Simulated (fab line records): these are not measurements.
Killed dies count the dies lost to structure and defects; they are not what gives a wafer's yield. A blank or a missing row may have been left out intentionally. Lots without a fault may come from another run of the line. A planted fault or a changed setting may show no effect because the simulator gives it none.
fab line records	flow sky130
[record] lots = 24	wafers = 72	last-day = 50
route steps=708 shown LI_CONTACT@376 VIA2@519 VIA3@576 METAL4@631
lots that met no fault: from a run of the same line without faults
start-h: start of the lot's first displayed wafer, in hours after the record's first day	wait-h: hours since the lot's step before	" unchanged from the row above	L1.1+2: one row covering several wafers at once	- either no value or no given start	* or withheld: withheld	< > ~ a bound
route shown NAME@n: a module of which the file shows steps, and the number in the route of the first	usual: average and standard deviation across the fault-free wafers	same: alike in all rows	chamber/n: place in a boat	sites: readings site by site	_std_site: how widely they spread, as a standard deviation	_edge_site: the outer-site mean with the inner-site mean subtracted	radius-mm: for every site, how far away it sits from the centre of the wafer	mask NAME#n: copy n	behind: the tool/chamber that last shaped the wafer	hold: why the lot went on hold/how many hours it stayed there/how the hold came to an end	device: which transistor (n, p or np) failed to switch	end of line: the route-end tests of the same wafers	step lacking rows: just its recipe	killed: the dies lost at the first sort to structure and to defects; this is not the yield of the wafer	map: shows each die of a wafer: x if killed, . if not, _ if none is there
set.NAME: the setting the step ran with; set.NAME@STEP: the setting that earlier step ran with	model.NAME: the simulator's own value behind a step, which no gauge read
route steps across a sampled set of lots; one table per step, one row per wafer
services: the hour from which a tool's chamber was out of use, counted from the record's first day as start-h (under 0 if before that day), plus the number of hours and why
[[steps]]
[step SKY_LI_CONTACT_ETCH_14]
[recipe] chemistry = N2/H2	target = BARC	ion-energy-ev = 200	source-w = 500	bias-w = 100	pressure-mtorr = 30	n2-flow-sccm = 100	h2-flow-sccm = 200	stop-on = SiO2	time-s = 45.9	target-depth-a = 600
[usual] drypump-motor-current-A = 5.9/0.35	oes-product-au = 0.854/0.0044	rf-fwd-power-W = 494.4/2.2	throttle-valve-pct = 13.224/0.01
lot.wafer	tool	chamber	start-h	wait-h	drypump-motor-current-A	oes-product-au	rf-fwd-power-W	rf-hours-counter-h	throttle-valve-pct
L074.3	rie-diel-04	3	683.39	0.0	5.5	0.856	493.8	6	13.228
L074.4	"	1	"	"	6.1	0.851	495.7	2	13.220
L074.6	"	2	"	"	5.8	0.864	493.5	-	13.233
L075.1	rie-diel-01	3	684.09	0.0	6.5	0.855	493.0	3	13.225
L075.3	"	1	"	"	5.4	0.852	491.7	10	13.203
L075.5	"	0	"	"	5.6	0.854	494.8	-	13.218
L076.4	rie-diel-03	1	694.74	0.0	5.7	0.854	498.6	6	13.233
L076.5	"	2	"	"	6.2	0.855	493.1	-	13.212
L076.6	"	3	"	"	6.2	0.855	490.7	-	13.236
L077.1	rie-diel-01	1	699.26	0.0	5.4	0.850	493.2	10	13.224
L077.2	"	0	"	"	5.7	0.852	498.7	8	13.208
L077.4	"	3	"	"	6.5	0.850	493.4	3	13.226
L078.1	rie-diel-04	0	718.34	0.0	5.8	0.850	493.8	4	13.205
L078.3	"	2	"	"	5.8	0.862	493.7	12	13.230
L078.6	"	1	"	"	6.1	0.849	498.2	-	13.221
L079.1	rie-diel-01	1	730.94	0.0	5.4	0.852	493.8	11	13.226
L079.2	"	2	"	"	6.3	0.854	492.0	9	13.230
L079.5	"	2	"	"	6.3	0.850	491.7	-	13.222
L081.1	rie-diel-03	1	731.36	0.0	5.7	0.854	496.0	7	13.233
L081.2	"	3	"	"	6.2	0.859	493.4	16	13.224
L081.3	"	2	"	"	6.2	0.865	492.9	20	13.219
L080.1	rie-diel-01	1	731.83	0.0	5.4	0.846	491.9	11	13.212
L080.3	"	0	"	"	5.6	0.854	498.0	9	13.229
L080.4	"	3	"	"	6.5	0.851	495.1	4	13.216
L082.1	rie-diel-03	3	741.58	0.0	6.3	0.854	493.0	17	13.221
L082.2	"	2	"	"	6.2	0.855	493.2	20	13.219
L082.4	"	0	"	"	6.1	0.859	498.6	11	13.222
L083.1	rie-diel-03	2	755.41	0.0	6.2	0.857	494.3	20	13.246
L083.2	"	0	"	"	6.1	0.849	498.6	12	13.204
L083.6	"	3	"	"	6.2	0.855	493.7	-	13.210
L084.2	rie-diel-04	3	755.84	0.0	5.4	0.859	493.6	8	13.220
L084.5	"	0	"	"	5.8	0.859	495.0	-	13.203
L084.6	"	3	"	"	5.4	0.851	491.2	-	13.240
L086.2	rie-diel-04	2	775.76	0.0	5.8	0.848	494.7	13	13.208
L086.3	"	3	"	"	5.4	0.857	492.0	8	13.226
L086.6	"	3	"	"	5.4	0.857	492.7	-	13.229
L085.1	rie-diel-03	1	777.79	0.0	5.7	0.856	495.9	8	13.222
L085.2	"	3	"	"	6.2	0.856	492.9	18	13.218
L085.4	"	0	"	"	6.1	0.849	498.9	12	13.219
L089.1	rie-diel-03	2	791.61	0.0	6.1	0.853	493.0	21	13.206
L089.2	"	3	"	"	6.2	0.857	492.9	18	13.222
L089.4	"	1	"	"	5.7	0.855	499.4	9	13.223
L088.1	rie-diel-04	3	797.23	0.0	5.4	0.855	493.0	9	13.235
L088.2	"	2	"	"	5.8	0.859	490.9	14	13.219
L088.4	"	3	"	"	5.4	0.854	491.7	-	13.226
L087.1	rie-diel-03	3	797.39	0.0	6.2	0.855	493.6	18	13.228
L087.3	"	2	"	"	6.2	0.859	493.6	21	13.223
L087.6	"	2	"	"	6.2	0.853	493.3	-	13.218
L090.3	rie-diel-01	2	800.82	0.0	6.3	0.851	492.1	11	13.221
L090.5	"	2	"	"	6.3	0.858	491.4	-	13.233
L090.6	"	1	"	"	5.4	0.856	493.8	-	13.209
L092.1	rie-diel-01	3	835.57	0.0	6.5	0.849	495.9	7	13.221
L092.2	"	1	"	"	5.4	0.846	492.5	14	13.202
L092.5	"	1	"	"	5.4	0.848	493.1	-	13.222
L091.1	rie-diel-01	3	836.17	0.0	6.5	0.862	494.4	7	13.234
L091.4	"	1	"	"	5.4	0.854	494.4	14	13.225
L091.6	"	0	"	"	5.6	0.857	497.3	-	13.204
L093.3	rie-diel-03	2	837.13	0.0	6.2	0.856	496.6	22	13.227
L093.5	"	3	"	"	6.2	0.852	493.4	-	13.231
L093.6	"	0	"	"	6.1	0.856	496.6	-	13.223
L094.1	rie-diel-04	2	839.05	0.0	5.8	0.846	494.0	15	13.216
L094.2	"	3	"	"	5.4	0.862	491.0	10	13.250
L094.5	"	3	"	"	5.4	0.857	492.2	-	13.211
L095.1	rie-diel-01	3	851.93	0.0	6.5	0.850	495.5	8	13.217
L095.3	"	2	"	"	6.3	0.850	493.2	13	13.212
L095.4	"	1	"	"	5.4	0.849	492.6	15	13.232
L097.2	rie-diel-04	2	858.76	0.0	5.8	0.864	492.1	16	13.229
L097.3	"	0	"	"	5.7	0.852	492.6	7	13.226
L097.5	"	2	"	"	5.8	0.855	493.1	-	13.234
L096.2	rie-diel-04	2	860.36	0.0	5.8	0.857	495.4	16	13.238
L096.4	"	1	"	"	6.1	0.860	496.8	6	13.215
L096.5	"	0	"	"	5.7	0.860	495.1	-	13.222
[step SKY_VIA2_CD_MEAS_12]
[recipe] target-cd-nm = 200
[usual] cd-nm = 200.1/1.3
lot.wafer	tool	chamber	start-h	wait-h	cd-nm
L074.3	cd-sem-01	-	861.93	-	201.3
L074.4	"	-	"	"	202.7
L074.6	"	-	"	"	202.3
L075.1	cd-sem-01	-	862.01	-	199.8
L075.3	"	-	"	"	198.0
L075.5	"	-	"	"	199.0
L076.4	cd-sem-01	-	874.47	-	200.0
L076.5	"	-	"	"	201.3
L076.6	"	-	"	"	202.9
L077.1	cd-sem-01	-	877.44	-	201.0
L077.2	"	-	"	"	201.5
L077.4	"	-	"	"	200.1
L078.1	cd-sem-02	-	891.04	-	201.5
L078.3	"	-	"	"	199.8
L078.6	"	-	"	"	200.1
L079.1	cd-sem-01	-	907.86	-	199.4
L079.2	"	-	"	"	197.5
L079.5	"	-	"	"	198.4
L080.1	cd-sem-02	-	907.99	-	200.5
L080.3	"	-	"	"	202.6
L080.4	"	-	"	"	201.2
L081.1	cd-sem-01	-	908.34	-	199.6
L081.2	"	-	"	"	199.8
L081.3	"	-	"	"	201.0
L082.1	cd-sem-01	-	913.69	-	199.0
L082.2	"	-	"	"	199.5
L082.4	"	-	"	"	199.0
L083.1	cd-sem-02	-	928.59	-	199.6
L083.2	"	-	"	"	199.4
L083.6	"	-	"	"	199.2
L084.2	cd-sem-01	-	930.26	-	201.7
L084.5	"	-	"	"	201.1
L084.6	"	-	"	"	202.4
L086.2	cd-sem-02	-	943.08	-	201.1
L086.3	"	-	"	"	198.9
L086.6	"	-	"	"	198.3
L085.1	cd-sem-02	-	945.24	-	201.8
L085.2	"	-	"	"	201.5
L085.4	"	-	"	"	202.1
L089.1	cd-sem-02	-	963.29	-	200.4
L089.2	"	-	"	"	200.0
L089.4	"	-	"	"	200.1
L088.1	cd-sem-02	-	966.14	-	199.3
L088.2	"	-	"	"	199.2
L088.4	"	-	"	"	200.6
L087.1	cd-sem-02	-	969.51	-	200.0
L087.3	"	-	"	"	200.7
L087.6	"	-	"	"	199.7
L090.3	cd-sem-01	-	969.90	-	200.1
L090.5	"	-	"	"	199.8
L090.6	"	-	"	"	197.8
L092.1	cd-sem-02	-	987.69	-	198.2
L092.2	"	-	"	"	198.8
L092.5	"	-	"	"	199.0
L091.1	cd-sem-02	-	989.44	-	200.1
L091.4	"	-	"	"	202.1
L091.6	"	-	"	"	201.7
L093.3	cd-sem-01	-	994.68	-	198.7
L093.5	"	-	"	"	199.2
L093.6	"	-	"	"	198.0
L094.1	cd-sem-02	-	994.74	-	199.4
L094.2	"	-	"	"	198.3
L094.5	"	-	"	"	200.1
L095.1	cd-sem-02	-	1006.79	-	201.7
L095.3	"	-	"	"	200.2
L095.4	"	-	"	"	197.9
L097.2	cd-sem-01	-	1013.26	-	201.6
L097.3	"	-	"	"	202.0
L097.5	"	-	"	"	201.4
L096.2	cd-sem-01	-	1018.38	-	199.3
L096.4	"	-	"	"	200.5
L096.5	"	-	"	"	199.2
[step SKY_VIA2_STRIP_16]
[recipe] chemistry = O2/N2	power-w = 1400	pressure-mtorr = 1500	platen-temp-c = withheld	o2-flow-sccm = 3000	n2-flow-sccm = 300	overash-fraction = 0.5
[usual] drypump-motor-current-A = 5.8/0.55	oes-product-au = 0.399/0.0044	strip-time-to-endpoint-s = 4.08/0.031
lot.wafer	tool	chamber	start-h	wait-h	drypump-motor-current-A	oes-product-au	rf-hours-counter-h	strip-time-to-endpoint-s
L074.3	plasma-asher-04	1	862.18	0.1	5.9	0.399	-	4.06
L074.4	"	0	"	"	6.7	0.404	-	4.07
L074.6	"	1	"	"	5.8	0.405	-	4.07
L075.1	plasma-asher-02	0	862.27	0.0	5.0	0.397	40	4.06
L075.3	"	0	"	"	4.9	0.393	-	4.06
L075.5	"	0	"	"	5.0	0.401	-	4.05
L076.4	plasma-asher-04	0	874.70	0.1	6.6	0.395	-	4.06
L076.5	"	0	"	"	6.6	0.398	-	4.09
L076.6	"	1	"	"	5.8	0.396	-	4.05
L077.1	plasma-asher-03	0	877.70	0.0	5.5	0.404	14	4.06
L077.2	"	1	"	"	5.4	0.401	14	4.04
L077.4	"	1	"	"	5.4	0.404	-	4.03
L078.1	plasma-asher-03	0	891.30	0.0	5.5	0.403	16	4.11
L078.3	"	0	"	"	5.5	0.391	-	4.10
L078.6	"	0	"	"	5.5	0.401	-	4.07
L079.1	plasma-asher-02	0	908.12	0.0	5.0	0.399	44	4.05
L079.2	"	1	"	"	6.1	0.402	44	4.08
L079.5	"	1	"	"	6.1	0.395	-	4.08
L080.1	plasma-asher-04	0	908.25	0.0	6.6	0.407	77	4.15
L080.3	"	1	"	"	5.8	0.402	-	4.13
L080.4	"	0	"	"	6.6	0.403	-	4.16
L081.1	plasma-asher-02	0	908.60	0.0	5.0	0.390	45	4.04
L081.2	"	1	"	"	6.1	0.395	45	4.09
L081.3	"	1	"	"	6.1	0.401	-	4.11
L082.1	plasma-asher-04	1	913.95	0.0	5.8	0.395	78	4.08
L082.2	"	0	"	"	6.6	0.396	78	4.07
L082.4	"	0	"	"	6.6	0.399	-	4.05
L083.1	plasma-asher-04	1	928.85	0.0	5.8	0.397	80	4.05
L083.2	"	0	"	"	6.6	0.398	80	4.09
L083.6	"	1	"	"	5.8	0.400	-	4.04
L084.2	plasma-asher-02	0	930.50	0.0	5.0	0.398	48	4.09
L084.5	"	1	"	"	6.1	0.400	-	4.07
L084.6	"	0	"	"	5.0	0.395	-	4.05
L086.2	plasma-asher-04	0	943.32	0.0	6.6	0.400	82	4.04
L086.3	"	0	"	"	6.6	0.402	-	4.06
L086.6	"	1	"	"	5.8	0.393	-	4.13
L085.1	plasma-asher-04	0	945.50	0.0	6.6	0.397	82	4.12
L085.2	"	1	"	"	5.8	0.400	82	4.05
L085.4	"	0	"	"	6.6	0.404	-	4.08
L089.1	plasma-asher-03	0	963.55	0.0	5.5	0.400	21	4.06
L089.2	"	1	"	"	5.4	0.402	21	4.09
L089.4	"	0	"	"	5.5	0.395	-	4.08
L088.1	plasma-asher-04	0	966.40	0.0	6.6	0.396	84	4.07
L088.2	"	1	"	"	5.8	0.405	84	4.12
L088.4	"	0	"	"	6.6	0.396	-	4.10
L087.1	plasma-asher-02	1	969.77	0.0	6.1	0.395	52	4.04
L087.3	"	1	"	"	6.1	0.397	-	4.08
L087.6	"	0	"	"	5.0	0.395	-	4.10
L090.3	plasma-asher-04	0	970.15	0.1	6.6	0.393	-	4.07
L090.5	"	1	"	"	5.9	0.392	-	4.09
L090.6	"	0	"	"	6.6	0.404	-	4.08
L092.1	plasma-asher-03	0	987.95	0.0	5.5	0.396	23	4.08
L092.2	"	1	"	"	5.3	0.408	23	4.08
L092.5	"	1	"	"	5.3	0.398	-	4.12
L091.1	plasma-asher-02	1	989.70	0.0	6.1	0.401	53	4.07
L091.4	"	1	"	"	6.1	0.405	-	4.09
L091.6	"	0	"	"	5.0	0.400	-	4.08
L093.3	plasma-asher-02	1	994.93	0.1	6.1	0.403	-	4.10
L093.5	"	1	"	"	6.1	0.403	-	4.09
L093.6	"	0	"	"	5.0	0.410	-	4.11
L094.1	plasma-asher-03	1	995.00	0.0	5.4	0.404	23	4.03
L094.2	"	0	"	"	5.5	0.398	23	4.07
L094.5	"	0	"	"	5.5	0.403	-	4.08
L095.1	plasma-asher-03	0	1007.05	0.0	5.5	0.399	25	4.06
L095.3	"	1	"	"	5.4	0.399	-	4.06
L095.4	"	0	"	"	5.5	0.395	-	4.06
L097.2	plasma-asher-04	0	1013.50	0.0	6.6	0.394	88	4.08
L097.3	"	1	"	"	5.8	0.403	-	4.04
L097.5	"	1	"	"	5.8	0.399	-	4.08
L096.2	plasma-asher-03	1	1018.62	0.0	5.4	0.402	26	4.10
L096.4	"	1	"	"	5.3	0.404	-	4.05
L096.5	"	0	"	"	5.5	0.407	-	4.06
[step SKY_VIA3_BOW_MEAS_03]
[recipe] mode = bow
[usual] VIA3_BOW = 79/7.9
lot.wafer	tool	chamber	start-h	wait-h	VIA3_BOW[um]
L074.3	film-metro-02	-	916.64	0.1	77
L074.4	"	-	"	"	70
L074.6	"	-	"	"	88
L075.1	film-metro-01	-	916.66	0.2	84
L075.3	"	-	"	"	82
L075.5	"	-	"	"	76
L076.4	film-metro-01	-	927.34	0.3	77
L076.5	"	-	"	"	77
L076.6	"	-	"	"	65
L077.1	film-metro-01	-	928.66	0.1	78
L077.2	"	-	"	"	88
L077.4	"	-	"	"	86
L078.1	film-metro-04	-	946.16	0.2	67
L078.3	"	-	"	"	75
L078.6	"	-	"	"	72
L079.1	film-metro-04	-	960.65	0.2	91
L079.2	"	-	"	"	88
L079.5	"	-	"	"	91
L080.1	film-metro-04	-	961.53	0.1	78
L080.3	"	-	"	"	79
L080.4	"	-	"	"	84
L081.1	film-metro-04	-	962.24	0.1	72
L081.2	"	-	"	"	83
L081.3	"	-	"	"	81
L082.1	film-metro-01	-	967.92	0.1	76
L082.2	"	-	"	"	73
L082.4	"	-	"	"	73
L083.1	film-metro-01	-	979.26	0.2	80
L083.2	"	-	"	"	95
L083.6	"	-	"	"	90
L084.2	film-metro-04	-	982.42	0.3	77
L084.5	"	-	"	"	68
L084.6	"	-	"	"	63
L086.2	film-metro-04	-	996.92	0.1	80
L086.3	"	-	"	"	90
L086.6	"	-	"	"	83
L085.1	film-metro-01	-	998.34	0.1	78
L085.2	"	-	"	"	95
L085.4	"	-	"	"	86
L089.1	film-metro-01	-	1014.86	0.1	87
L089.2	"	-	"	"	72
L089.4	"	-	"	"	81
L088.1	film-metro-04	-	1018.71	0.2	79
L088.2	"	-	"	"	94
L088.4	"	-	"	"	69
L087.1	film-metro-04	-	1021.19	0.1	73
L087.3	"	-	"	"	78
L087.6	"	-	"	"	70
L090.3	film-metro-01	-	1022.79	0.2	69
L090.5	"	-	"	"	77
L090.6	"	-	"	"	77
L092.1	film-metro-04	-	1038.59	0.1	87
L092.2	"	-	"	"	95
L092.5	"	-	"	"	71
L091.1	film-metro-02	-	1039.45	0.1	77
L091.4	"	-	"	"	76
L091.6	"	-	"	"	71
L093.3	film-metro-01	-	1045.80	0.2	81
L093.5	"	-	"	"	70
L093.6	"	-	"	"	83
L094.1	film-metro-04	-	1045.82	0.1	87
L094.2	"	-	"	"	76
L094.5	"	-	"	"	75
L095.1	film-metro-01	-	1055.01	0.1	80
L095.3	"	-	"	"	89
L095.4	"	-	"	"	81
L097.2	film-metro-02	-	1061.28	0.2	76
L097.3	"	-	"	"	72
L097.5	"	-	"	"	77
L096.2	film-metro-01	-	1066.87	0.4	83
L096.4	"	-	"	"	80
L096.5	"	-	"	"	69
[step SKY_METAL4_DESCUM_15]
[recipe] chemistry = O2	source-power-w = 150	bias-power-w = 0	pressure-mtorr = 10	temp-c = 40	time-s = 8
[usual] drypump-motor-current-A = 5.4/0.38	he-backside-leak-sccm = 3.4/0.3	oes-product-au = 1.019/0.011	rf-fwd-power-W = 147.7/0.73
lot.wafer	tool	chamber	start-h	wait-h	drypump-motor-current-A	he-backside-leak-sccm	oes-product-au	rf-fwd-power-W	rf-hours-counter-h
L074.3	rie-metal-01	0	992.46	0.0	6.0	3.1	1.023	147.7	-
L074.4	"	1	"	"	5.4	3.5	1.026	147.9	-
L074.6	"	1	"	"	5.4	3.6	1.029	148.2	-
L075.1	rie-metal-02	0	993.15	0.0	5.1	3.1	1.003	147.6	10
L075.3	"	0	"	"	5.1	3.2	1.003	147.7	-
L075.5	"	0	"	"	5.2	3.1	1.000	148.2	-
L076.4	rie-metal-02	1	1001.28	0.0	5.2	3.8	1.016	146.2	-
L076.5	"	0	"	"	5.2	3.2	0.999	146.5	-
L076.6	"	1	"	"	5.2	3.5	1.012	146.1	-
L077.1	rie-metal-02	0	1003.45	0.0	5.1	3.4	1.010	146.5	11
L077.2	"	1	"	"	5.3	3.3	1.017	146.1	7
L077.4	"	0	"	"	5.2	3.3	1.008	147.3	-
L078.1	rie-metal-01	1	1020.83	0.0	5.4	3.5	1.032	148.6	11
L078.3	"	1	"	"	5.4	3.5	1.028	148.2	-
L078.6	"	1	"	"	5.4	3.6	1.023	148.6	-
L079.1	rie-metal-02	1	1032.27	0.0	5.3	3.7	1.014	146.7	9
L079.2	"	0	"	"	5.1	3.1	1.005	146.9	13
L079.5	"	1	"	"	5.3	3.7	1.018	146.8	-
L080.1	rie-metal-01	0	1034.60	0.0	6.0	2.9	1.009	147.9	3
L080.3	"	1	"	"	5.4	3.5	1.021	147.5	-
L080.4	"	0	"	"	6.0	2.9	1.005	148.0	-
L081.1	rie-metal-01	0	1035.72	0.0	6.0	3.2	1.010	147.7	4
L081.2	"	1	"	"	5.4	3.6	1.017	147.2	13
L081.3	"	1	"	"	5.4	3.7	1.010	148.2	-
L082.1	rie-metal-04	1	1041.15	0.0	4.9	3.4	1.031	148.2	20
L082.2	"	0	"	"	5.9	3.7	0.993	148.3	21
L082.4	"	0	"	"	5.9	3.8	0.998	147.8	-
L083.1	rie-metal-01	0	1051.00	0.0	6.0	4.3	1.016	148.1	5
L083.2	"	1	"	"	5.4	3.5	1.021	148.7	14
L083.6	"	0	"	"	6.0	3.1	1.016	148.6	-
L084.2	rie-metal-01	1	1053.08	0.0	5.4	3.6	1.028	147.6	14
L084.5	"	0	"	"	6.0	3.2	1.017	148.3	-
L084.6	"	1	"	"	5.4	3.6	1.009	148.1	-
L086.2	rie-metal-04	0	1066.68	0.0	5.9	3.6	1.006	148.0	23
L086.3	"	0	"	"	5.9	3.6	1.000	148.2	-
L086.6	"	0	"	"	5.9	3.6	1.000	148.0	-
L085.1	rie-metal-02	1	1068.60	0.0	5.2	3.8	1.009	146.5	12
L085.2	"	0	"	"	5.2	3.2	1.015	147.1	15
L085.4	"	1	"	"	5.2	3.6	1.011	146.4	-
L089.1	rie-metal-01	1	1082.42	0.0	5.3	3.5	1.024	147.6	16
L089.2	"	0	"	"	6.0	3.2	1.030	148.5	7
L089.4	"	1	"	"	5.4	3.5	1.037	147.3	-
L088.1	rie-metal-04	1	1086.78	0.0	5.0	3.6	1.027	148.6	23
L088.2	"	0	"	"	5.8	3.7	0.999	147.6	24
L088.4	"	0	"	"	5.8	3.7	1.012	148.4	-
L087.1	rie-metal-01	1	1089.15	0.0	5.4	3.6	1.026	148.4	16
L087.3	"	1	"	"	5.4	3.6	1.029	147.9	-
L087.6	"	1	"	"	5.4	5.6	1.023	148.1	-
L090.3	rie-metal-04	0	1091.03	0.0	5.9	3.5	1.006	148.3	-
L090.5	"	0	"	"	5.9	3.6	0.996	148.5	-
L090.6	"	1	"	"	4.9	3.6	1.033	147.8	-
L092.1	rie-metal-04	1	1104.83	0.0	4.9	3.3	1.032	147.8	25
L092.2	"	1	"	"	4.9	3.5	1.038	147.9	-
L092.5	"	1	"	"	4.9	3.4	1.034	147.3	-
L091.1	rie-metal-04	1	1106.02	0.0	4.9	3.5	1.023	148.3	25
L091.4	"	1	"	"	4.9	3.4	1.021	148.4	-
L091.6	"	1	"	"	4.9	3.5	1.024	148.3	-
L093.3	rie-metal-04	1	1112.42	0.0	4.9	3.6	1.032	147.6	-
L093.5	"	1	"	"	4.9	3.4	1.038	148.1	-
L093.6	"	1	"	"	4.9	3.6	1.041	148.1	-
L094.1	rie-metal-01	0	1113.35	0.0	6.0	3.3	1.017	149.2	9
L094.2	"	1	"	"	5.4	3.6	1.016	147.3	18
L094.5	"	0	"	"	6.0	3.2	1.013	148.5	-
L095.1	rie-metal-02	0	1119.03	0.0	5.1	3.3	1.009	146.5	19
L095.3	"	1	"	"	5.3	3.5	1.012	146.6	-
L095.4	"	0	"	"	5.1	3.2	1.000	147.5	-
L097.2	rie-metal-01	0	1125.17	0.0	6.0	3.1	1.024	147.7	10
L097.3	"	0	"	"	6.0	3.1	1.025	147.8	-
L097.5	"	0	"	"	6.0	3.1	1.003	147.7	-
L096.2	rie-metal-01	0	1130.58	0.0	6.0	3.1	1.013	148.6	10
L096.4	"	1	"	"	5.4	3.6	1.023	147.5	-
L096.5	"	1	"	"	5.4	3.5	1.021	147.5	-
[step SKY_METAL4_STRIP_19]
[recipe] chemistry = O2/N2	power-w = 1400	pressure-mtorr = 1500	platen-temp-c = withheld	o2-flow-sccm = 3000	n2-flow-sccm = 300	overash-fraction = 0.5
[usual] drypump-motor-current-A = 5.3/0.44	oes-product-au = 0.503/0.0064	strip-time-to-endpoint-s = 6.55/0.094
lot.wafer	tool	chamber	start-h	wait-h	drypump-motor-current-A	oes-product-au	rf-hours-counter-h	strip-time-to-endpoint-s
L074.3	plasma-asher-01	1	992.81	0.1	4.8	0.497	-	6.54
L074.4	"	0	"	"	5.3	0.511	-	6.61
L074.6	"	1	"	"	4.8	0.504	-	6.60
L075.1	plasma-asher-02	1	993.47	0.1	6.1	0.505	54	6.54
L075.3	"	0	"	"	5.0	0.502	-	6.63
L075.5	"	1	"	"	6.2	0.504	-	6.51
L076.4	plasma-asher-02	0	1001.62	0.1	5.0	0.515	-	6.58
L076.5	"	0	"	"	5.0	0.502	-	6.62
L076.6	"	1	"	"	6.1	0.514	-	6.46
L077.1	plasma-asher-03	0	1003.77	0.1	5.5	0.503	25	6.52
L077.2	"	1	"	"	5.4	0.504	25	6.63
L077.4	"	0	"	"	5.5	0.501	-	6.53
L078.1	plasma-asher-01	1	1021.29	0.1	4.8	0.518	120	6.72
L078.3	"	1	"	"	4.8	0.498	-	6.72
L078.6	"	0	"	"	5.2	0.519	-	6.76
L079.1	plasma-asher-02	0	1032.59	0.1	5.0	0.496	58	6.69
L079.2	"	1	"	"	6.1	0.502	58	6.40
L079.5	"	0	"	"	4.9	0.515	-	6.70
L080.1	plasma-asher-01	0	1034.92	0.1	5.3	0.502	121	6.61
L080.3	"	1	"	"	4.8	0.497	-	6.50
L080.4	"	0	"	"	5.3	0.509	-	6.59
L081.1	plasma-asher-03	0	1036.04	0.1	5.5	0.500	27	6.63
L081.2	"	1	"	"	5.4	0.499	27	6.57
L081.3	"	1	"	"	5.4	0.508	-	6.63
L082.1	plasma-asher-01	1	1041.47	0.1	4.8	0.510	122	6.62
L082.2	"	0	"	"	5.2	0.514	122	6.56
L082.4	"	1	"	"	4.8	0.507	-	6.48
L083.1	plasma-asher-03	1	1051.32	0.1	5.4	0.506	29	6.58
L083.2	"	0	"	"	5.5	0.501	29	6.52
L083.6	"	1	"	"	5.4	0.506	-	6.65
L084.2	plasma-asher-02	0	1053.41	0.1	5.0	0.506	60	6.63
L084.5	"	1	"	"	6.1	0.505	-	6.57
L084.6	"	0	"	"	5.0	0.500	-	6.67
L086.2	plasma-asher-03	0	1067.01	0.1	5.5	0.502	31	6.59
L086.3	"	0	"	"	5.5	0.499	-	6.54
L086.6	"	1	"	"	5.4	0.509	-	6.62
L085.1	plasma-asher-02	0	1068.92	0.1	5.0	0.498	62	6.55
L085.2	"	1	"	"	6.1	0.501	62	6.43
L085.4	"	0	"	"	5.0	0.495	-	6.53
L089.1	plasma-asher-03	0	1082.74	0.1	5.5	0.505	32	6.58
L089.2	"	1	"	"	5.4	0.494	32	6.34
L089.4	"	1	"	"	5.4	0.498	-	6.35
L088.1	plasma-asher-01	1	1087.11	0.1	4.8	0.508	2	6.61
L088.2	"	0	"	"	5.2	0.501	2	6.60
L088.4	"	0	"	"	5.2	0.509	-	6.63
L087.1	plasma-asher-03	1	1089.47	0.1	5.4	0.507	33	6.70
L087.3	"	0	"	"	5.5	0.508	-	6.58
L087.6	"	1	"	"	5.4	0.498	-	6.60
L090.3	plasma-asher-01	0	1091.38	0.1	5.2	0.503	-	6.46
L090.5	"	1	"	"	4.8	0.507	-	6.52
L090.6	"	0	"	"	5.2	0.508	-	6.51
L092.1	plasma-asher-03	0	1105.29	0.1	5.5	0.511	34	6.58
L092.2	"	1	"	"	5.4	0.492	34	6.46
L092.5	"	1	"	"	5.4	0.491	-	6.45
L091.1	plasma-asher-02	1	1106.47	0.1	6.1	0.501	65	6.46
L091.4	"	0	"	"	4.9	0.495	-	6.52
L091.6	"	0	"	"	4.9	0.492	-	6.50
L093.3	plasma-asher-01	1	1112.89	0.1	4.8	0.506	-	6.61
L093.5	"	1	"	"	4.8	0.505	-	6.60
L093.6	"	0	"	"	5.2	0.507	-	6.48
L094.1	plasma-asher-01	1	1113.67	0.1	4.9	0.492	4	6.38
L094.2	"	0	"	"	5.2	0.504	4	6.62
L094.5	"	1	"	"	4.8	0.504	-	6.58
L095.1	plasma-asher-02	1	1119.36	0.1	6.1	0.506	67	6.56
L095.3	"	1	"	"	6.1	0.501	-	6.54
L095.4	"	0	"	"	5.0	0.498	-	6.52
L097.2	plasma-asher-02	0	1125.49	0.1	5.0	0.507	67	6.41
L097.3	"	1	"	"	6.2	0.500	-	6.49
L097.5	"	1	"	"	6.1	0.510	-	6.56
L096.2	plasma-asher-02	1	1130.91	0.1	6.1	0.500	67	6.34
L096.4	"	1	"	"	6.1	0.510	-	6.70
L096.5	"	1	"	"	6.1	0.488	-	6.24
[[services]]
tool	chamber	start-h	hours	kind
plasma-asher-02	-	711.60	2.8	pm
plasma-asher-04	-	718.68	1.3	repair
rie-diel-03	2	732.27	5.9	repair
plasma-asher-03	-	733.75	9.0	pm
plasma-asher-02	-	738.30	37.4	repair
plasma-asher-04	-	754.40	3.5	repair
plasma-asher-04	-	772.64	0.4	repair
rie-diel-04	0	775.23	25.5	repair
rie-diel-04	1	786.62	15.7	repair
plasma-asher-04	-	812.93	2.6	repair
plasma-asher-01	-	814.01	2.3	repair
rie-diel-03	3	820.35	5.8	repair
rie-diel-03	0	825.54	1.5	repair
rie-metal-01	-	839.89	2.8	pm
rie-metal-01	0	845.45	16.1	repair
plasma-asher-04	-	898.49	6.0	repair
plasma-asher-03	-	901.00	20.1	pm
plasma-asher-03	-	965.27	1.7	repair
plasma-asher-03	-	967.27	1.2	repair
rie-metal-01	-	981.74	4.0	pm
plasma-asher-04	-	993.41	2.8	pm
rie-metal-01	0	1012.35	20.0	repair
plasma-asher-02	-	1016.55	1.7	repair
plasma-asher-03	-	1047.32	3.5	repair
[[key]]
fault none
